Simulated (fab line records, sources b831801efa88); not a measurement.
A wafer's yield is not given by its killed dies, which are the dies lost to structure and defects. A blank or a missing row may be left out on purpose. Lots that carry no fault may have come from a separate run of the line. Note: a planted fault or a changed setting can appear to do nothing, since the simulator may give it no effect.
Which tool was responsible? -- flow sky130 -- 18 wafers from 6 lots sampled at 2 of the route's 708 steps

WHAT EACH GAUGE READ, for each wafer
SKY_VT_ADJUST_PCH_OVL_MEAS_07.
lot,measured,on,VT_ADJUST_PCH_OVL (nm)
L346,day 10 22:54,overlay-02,0.6 -0.1 -0.8
L348,day 11 15:40,overlay-02,1.5 2.1 1.1
L350,day 12 02:47,overlay-02,1.4 3.6 2.3
L357,day 14 14:04,overlay-01,0.1 -0.7 -0.5
L360,day 15 10:36,overlay-02,65.0 66.2 66.6
L363,day 16 09:37,overlay-01,1.6 2.1 1.0

EACH LOT AND THE TOOL THAT RAN IT (in order: tool; ch and the chambers of the sampled wafers; start)
lot,SKY_VT_ADJUST_PCH_EXPOSE_04
L346,"iline_stepper-01 ch 0, day 10 11:46"
L348,"iline_stepper-01 ch 0, day 11 04:23"
L350,"iline_stepper-01 ch 0, day 11 14:34"
L357,"iline_stepper-02 ch 0, day 14 01:19"
L360,"iline_stepper-01 ch 0, day 14 20:52"
L363,"iline_stepper-02 ch 0, day 15 20:02"
- SKY_VT_ADJUST_PCH_EXPOSE_04: exposes mask NWM, target cd 840 nm.

THE ANSWER, worked out from the rows above alone
Rule: usual is defined by the lots themselves. Put in order of their means at a reading, lots are off if they are a third of the lots or fewer, leave a main group of 4 or more, and stand apart from it by a gap of 3 or more times the standard deviation of the main group's means; of several such gaps the widest counts. If all means in a main group match to the digits the tables above print for the reading, that group is not used. Also off: a lot with no number at a reading for which 4 or more lots have one. Where the step has rows for the other lots, those lots are counted as sound.
Off: at SKY_VT_ADJUST_PCH_OVL_MEAS_07 (VT_ADJUST_PCH_OVL), L360. The main group has a mean of 1.0 nm with a standard deviation of 1.1.
If a tool, at a process step before that reading, ran all the lots that are off and no sound lot after the first of them, it fits. Those tools and the gauges at SKY_VT_ADJUST_PCH_OVL_MEAS_07 are tried in the same way. Undecided on this evidence; 2 tools fit (iline_stepper-01 at SKY_VT_ADJUST_PCH_EXPOSE_04, overlay-02 at SKY_VT_ADJUST_PCH_OVL_MEAS_07).

WHAT THE SIMULATOR PUT IN
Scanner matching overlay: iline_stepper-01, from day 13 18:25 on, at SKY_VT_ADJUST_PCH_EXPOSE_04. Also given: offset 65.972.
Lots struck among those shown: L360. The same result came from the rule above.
